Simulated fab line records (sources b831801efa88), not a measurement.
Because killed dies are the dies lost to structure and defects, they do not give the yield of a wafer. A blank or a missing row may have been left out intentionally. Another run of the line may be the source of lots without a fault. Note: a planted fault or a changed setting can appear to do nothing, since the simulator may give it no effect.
2 desks, one fault    flow sky130    what lay behind the numbers comes last; until then each desk has only its own

## FROM THE METROLOGY DESK
What the gauges read for every lot (on any tool): the sampled wafers with a number, averaged. A lot is out of limits, marked OUT, if its mean lies more than 4 standard deviations from the usual mean; the brackets give that distance.
Columns: A = cd-nm at SKY_FIELD_ISO_CD_MEAS_13, usual 149.4 nm; B = FIELD_ISO_OXIDATION_01_THK at SKY_FIELD_ISO_THK_MEAS_23, usual 10.02 nm; C = FIELD_ISO_CVD_24_THK at SKY_FIELD_ISO_THK_MEAS_25, usual 595 nm
lot   first seen here  A      B      C
L934  day 2 19:55      149.4  10.06  594
L935  day 3 00:53      149.7  10.34  597
L938  day 3 17:55      147.8  9.99   595
L939  day 3 22:46      147.9  10.13  590
L940  day 4 04:38      147.1  9.90   591
L952  day 7 13:20      149.2  10.10  595
This desk found nothing out of limits on any of the 6 lots.

## THE TOOL OWNER'S DESK: rie-si-02
The tool's own readings at SKY_FIELD_ISO_ETCH_17 (etches Si in HBr/Cl2/O2, target depth 342 nm, time 97.7 s): means of the sampled wafers that have a number, for each lot that ran on this tool. A lot is out of limits, marked OUT, if its mean lies more than 4 standard deviations from the usual mean; the brackets give that distance.
Columns: A = drypump-motor-current-A at SKY_FIELD_ISO_ETCH_17, usual 5.6 A; B = oes-product-au at SKY_FIELD_ISO_ETCH_17, usual 1.005 a.u.; C = throttle-valve-pct at SKY_FIELD_ISO_ETCH_17, usual 25.652 %
lot   first seen here  A    B                 C
L934  day 2 20:14      5.5  1.007             25.651
L938  day 3 18:14      5.8  0.930 (-8.2) OUT  25.702 (+4.2) OUT
L940  day 4 04:56      5.4  0.926 (-8.6) OUT  25.707 (+4.6) OUT
L952  day 7 13:38      5.3  0.995             25.663
This desk's verdict: out of limits on L938, L940, starting with L938 at day 3 18:14 (oes-product-au at SKY_FIELD_ISO_ETCH_17). In limits: L934, L952.

## PUT TOGETHER
On L938, L940, at day 3 18:14, an alarm was possible from the tool owner's desk.
The metrology desk saw nothing out of limits.
The metrology desk holds a record of L938, L940, inside its limits.
Of the lots named, all ran SKY_FIELD_ISO_ETCH_17 on rie-si-02.

## WHAT THE SIMULATOR HAD INSERTED
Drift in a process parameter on rie-si-02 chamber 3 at SKY_FIELD_ISO_ETCH_17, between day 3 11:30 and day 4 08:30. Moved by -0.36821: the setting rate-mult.
Shown lots that were struck: L938, L940.
Time in hours from fault onset to the first out-of-limits reading at each desk: the tool owner's desk, 7.
